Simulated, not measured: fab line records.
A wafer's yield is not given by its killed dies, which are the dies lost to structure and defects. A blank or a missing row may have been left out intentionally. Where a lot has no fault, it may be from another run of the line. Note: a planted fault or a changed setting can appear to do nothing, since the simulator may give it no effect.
A lot that was struck, set against a sound lot ; flow gf180mcu ; 14 steps out of a route of 602
Sound: wafers L459.2, L459.3, L459.5. Wafers struck: L455.2, L455.3, L455.6. The cause comes at the end.
Order at every step that has rows: each side's tool, ch and its chambers, its first start. Under that, the readings that differ: sound wafers ; struck wafers ; difference of the means ; sigmas: that difference in standard deviations of wafers without a fault.
alike: a reading whose means differ by less than 2 such deviations, as well as words and numbers matching on both sides. not compared: withheld readings; readings where some wafer has no value; bounds like >300 that might hide an equal value; numbers whose values overlap and for which the record gives no deviation.
A row with sigmas, a row that says differs or no value, or rows on one side alone: a step with any of these is where the two part. Numbers that don't overlap but have no deviation are shown without sigmas and don't part them. Lack of a reading on every wafer of one side parts them only where that side has two or more wafers.

GF_MIM_SPUTTER_04: material TiN, target thk 50 nm, time 41.7 s.
  sound: pvd-sputter-01 at day 29 08:22; struck: pvd-sputter-01 at day 27 15:49
  alike: throttle-valve-pct
GF_MIM_CVD_05: deposits Si3N4, target thk 42 nm, time 29.086 s.
  sound on pecvd-04 ch 0,2, day 29 08:23; struck on pecvd-04 ch 0,2, day 27 15:51
  alike: heater-power-w
GF_MIM_THK_MEAS_06:
  sound: film-metro-01 at day 29 08:26; struck: film-metro-01 at day 27 15:53
  alike: MIM_CVD_05_THK
GF_MIM_SPUTTER_07: material TiN, target thk 60 nm, time 50 s.
  sound: pvd-sputter-02 at day 29 08:29; struck: pvd-sputter-03 at day 27 15:56
  alike: throttle-valve-pct
GF_MIM_SPUTTER_08: material AlCu, target thk 200 nm, time 10.93 s.
  sound: pvd-sputter-02 at day 29 08:32; struck: pvd-sputter-03 at day 27 15:59
  alike: throttle-valve-pct
GF_MIM_SPUTTER_09: material TiN, target thk 35 nm, time 29.2 s.
  sound: pvd-sputter-02 at day 29 08:33; struck: pvd-sputter-03 at day 27 16:01
  alike: throttle-valve-pct
GF_MIM_RS_MEAS_10: measurement is done with a four-point probe.
  sound: film-metro-02 at day 29 08:37; struck: film-metro-01 at day 27 16:04
reading;sound;struck;difference;sigmas
MIM_ALCU_RS (ohm/sq);0.1582 0.1572 0.1575;0.1534 0.1518 0.1528;-0.0050;-3
GF_MIM_THK_MEAS_11: measures by xrf.
  sound: film-metro-02 at day 29 08:43; struck: film-metro-01 at day 27 16:10
  alike: MIM_ALCU_THK
then, 4 steps without rows for these wafers: GF_MIM_DEHYDRATE_12 (time 60 s); GF_MIM_HMDS_13 (prime time 60 s); GF_MIM_COAT_14 (resist thk 1000 nm); GF_MIM_SOFTBAKE_15 (time 60 s).
GF_MIM_EXPOSE_16: exposes mask FuseTop, target cd 2000 nm.
  sound on iline-stepper-01 ch 0, day 29 17:56; struck on iline-stepper-01, day 28 01:41
  no value came back on the struck wafers for exposure-dose-mJ-cm2, focus-offset-nm (nm); on the sound wafers exposure-dose-mJ-cm2 reads 139.85 140.04 140.03
  alike: mask
after that, 1 step had no rows for these wafers: GF_MIM_PEB_17.

== WHERE THEY PART ==
First at GF_MIM_RS_MEAS_10; last, within this record, at GF_MIM_EXPOSE_16.

WHY: the cause the simulator had injected
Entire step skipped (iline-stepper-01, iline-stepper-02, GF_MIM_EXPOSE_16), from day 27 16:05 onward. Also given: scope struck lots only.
